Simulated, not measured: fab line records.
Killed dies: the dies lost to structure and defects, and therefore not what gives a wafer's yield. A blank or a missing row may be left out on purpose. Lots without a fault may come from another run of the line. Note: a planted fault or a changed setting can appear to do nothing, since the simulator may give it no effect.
The same fault as seen by 2 desks | flow sky130 | each desk has only its own numbers; what lay behind them comes last

== FOR THE TOOL OWNER'S DESK: implanter-04 ==
The tool's own readings at SKY_RES_XHIGH_IMPLANT_07, given as means over the sampled wafers that have a number, one for each lot that went through this tool. Marked OUT: a lot whose mean sits more than 4 standard deviations from the usual mean, which makes it out of limits; the brackets give that distance.
Columns: A = beamOnS at SKY_RES_XHIGH_IMPLANT_07, usual 38.8 s; B = doseIonsCm2 at SKY_RES_XHIGH_IMPLANT_07, usual 3.6e+14
lot  | first seen here | A               | B
L479 | day 27 04:40    | 36.6            | 3.6e+14
L480 | day 27 10:34    | 36.9            | 3.6e+14
L487 | day 29 18:24    | 36.5            | 3.6e+14
L491 | day 31 08:09    | 36.0            | 3.6e+14
L495 | day 32 13:14    | 61.4 (+8.4) OUT | 6.2e+14 (+99 or more) OUT
L496 | day 32 18:42    | 61.7 (+8.5) OUT | 6.2e+14 (+99 or more) OUT
L497 | day 32 22:00    | 64.4 (+9.5) OUT | 6.2e+14 (+99 or more) OUT
Finding of this desk: L495, L496, L497 out of limits; the first was L495 at day 32 13:14, on beamOnS at SKY_RES_XHIGH_IMPLANT_07. In limits: L479, L480, L487, L491.

== THE METROLOGY DESK ==
What the gauges read, lot by lot, whatever tool the lot ran on: means of the sampled wafers that have a number. Marked OUT: a lot whose mean sits more than 4 standard deviations from the usual mean, which makes it out of limits; the brackets give that distance.
Columns: A = SD_P_TW at SKY_SD_P_TW_MEAS_11, usual 2840; B = RES_XHIGH_TW at SKY_RES_XHIGH_TW_MEAS_09, usual 1644; C = RES_XHIGH_RS at SKY_SD_N_RS_MEAS_18, usual 333.4 ohm/sq
lot  | first seen here | A    | B              | C
L479 | day 25 23:15    | 2876 | 1648           | 332.7
L480 | day 26 04:42    | 2826 | 1645           | 333.8
L483 | day 27 04:36    | 2850 | 1644           | 333.0
L484 | day 27 14:41    | 2849 | 1645           | 333.4
L487 | day 28 14:47    | 2828 | 1638           | 331.4
L491 | day 30 04:14    | 2833 | 1645           | 331.9
L492 | day 30 07:50    | 2816 | 1646           | 332.2
L495 | day 31 10:17    | 2836 | 1943 (+33) OUT | 221.5 (-99 or more) OUT
L496 | day 31 15:21    | 2842 | 1928 (+32) OUT | 222.1 (-99 or more) OUT
L497 | day 31 19:17    | 2830 | 1932 (+32) OUT | 221.5 (-99 or more) OUT
Per this desk, out of limits: L495, L496, L497; the first was L495, day 32 13:29 (RES_XHIGH_TW at SKY_RES_XHIGH_TW_MEAS_09). In limits: L479, L480, L483, L484, L487, L491, L492.

== ALL TOGETHER ==
The tool owner's desk could have raised an alarm at day 32 13:14, on L495, L496, L497.
An alarm was possible from the metrology desk at day 32 13:29, on L495, L496, L497.
All the named lots went through SKY_RES_XHIGH_IMPLANT_07 on implanter-04.

== WHAT THE SIMULATOR HAD PUT IN ==
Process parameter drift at SKY_RES_XHIGH_IMPLANT_07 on implanter-04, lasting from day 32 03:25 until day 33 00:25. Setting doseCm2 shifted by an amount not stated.
Lots struck among those shown: L495, L496, L497.
Counting hours from when the fault started, the first reading out of limits came at 10 for the tool owner's desk and at 10 for the metrology desk.
